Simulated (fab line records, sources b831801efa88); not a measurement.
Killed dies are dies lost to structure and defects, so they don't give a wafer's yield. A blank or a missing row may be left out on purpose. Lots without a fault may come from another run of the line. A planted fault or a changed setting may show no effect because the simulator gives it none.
Which tool did it? | flow gf180mcu | 13 lots, 39 wafers sampled, at 2 steps of a route of 602

WHAT THE GAUGES READ, wafer by wafer
GF_M3_THK_MEAS_06: measures by xrf. Usual: M3_ALCU_THK 447 nm, standard deviation 5.5.
lot  | measured     | on            | M3_ALCU_THK (nm) | flag
L957 | day 20 14:35 | film_metro-02 | 450 453 451      |
L958 | day 20 20:51 | film_metro-01 | 452 442 451      |
L959 | day 21 10:05 | film_metro-02 | 441 443 450      |
L960 | day 21 12:08 | film_metro-01 | 455 444 447      |
L962 | day 22 08:56 | film_metro-03 | 448 445 459      |
L961 | day 22 12:32 | film_metro-01 | 447 457 446      |
L970 | day 25 10:16 | film_metro-03 | 449 451 450      |
L973 | day 26 03:55 | film_metro-03 | 442 442 449      |
L975 | day 26 21:01 | film_metro-01 | 441 447 455      |
L976 | day 27 02:14 | film_metro-02 | 451 450 455      |
L977 | day 27 13:34 | film_metro-03 | 445 452 448      |
L978 | day 27 13:51 | film_metro-02 | 440 446 447      |
L980 | day 28 01:35 | film_metro-03 | 442 441 447      |

WHICH TOOL RAN EACH LOT (tool, then ch and the chambers of the sampled wafers, then the start)
lot  | GF_SALICIDE_SPUTTER_02
L957 | pvd_sputter-02, day 15 09:14
L958 | pvd_sputter-02, day 15 14:55
L959 | pvd_sputter-02, day 16 02:22
L960 | pvd_sputter-04, day 16 05:16
L962 | pvd_sputter-03, day 16 22:53
L961 | pvd_sputter-03, day 17 02:44
L970 | pvd_sputter-03, day 20 05:26
L973 | pvd_sputter-02, day 21 00:28
L975 | pvd_sputter-02, day 21 20:11
L976 | pvd_sputter-04, day 22 02:22
L977 | pvd_sputter-04, day 22 15:34
L978 | pvd_sputter-04, day 22 15:52
L980 | pvd_sputter-02, day 23 06:10
- GF_SALICIDE_SPUTTER_02: material Co, target thk 10 nm, time 20 s.

WHAT THE TOOLS THEMSELVES READ (means of the sampled wafers that have a number; where no wafer has one, the mark that the record gives instead)
GF_SALICIDE_SPUTTER_02. Usual: throttle_valve_pct 29.4 %, standard deviation 0.9.
lot  | tool           | throttle_valve_pct (%) | flag
L957 | pvd_sputter-02 | 29.1                   |
L958 | pvd_sputter-02 | 28.8                   |
L959 | pvd_sputter-02 | 29.7                   |
L960 | pvd_sputter-04 | 28.8                   |
L962 | pvd_sputter-03 | 30.9                   |
L961 | pvd_sputter-03 | 29.9                   |
L970 | pvd_sputter-03 | 30.4                   |
L973 | pvd_sputter-02 | 29.0                   |
L975 | pvd_sputter-02 | 29.6                   |
L976 | pvd_sputter-04 | 29.6                   |
L977 | pvd_sputter-04 | 29.3                   |
L978 | pvd_sputter-04 | 29.3                   |
L980 | pvd_sputter-02 | 29.6                   |

THE ANSWER, worked out from the rows above alone
Rule: a lot is off if the mean of its wafers that have a number lies more than 3 standard deviations from the usual mean. A lot without any number at a reading at which 4 lots or more have one is off too. The other lots that the step has rows for count as sound. The gauges are gone through in route order, then the tools' own readings, and for those a lot's mean is taken as printed above. The first step at which some lot is off is used, and at that step the reading that is off furthest; a lot without a number counts as furthest.
No lot is off at any reading shown: from this, nothing can be told.

WHAT THE SIMULATOR HAD PUT IN
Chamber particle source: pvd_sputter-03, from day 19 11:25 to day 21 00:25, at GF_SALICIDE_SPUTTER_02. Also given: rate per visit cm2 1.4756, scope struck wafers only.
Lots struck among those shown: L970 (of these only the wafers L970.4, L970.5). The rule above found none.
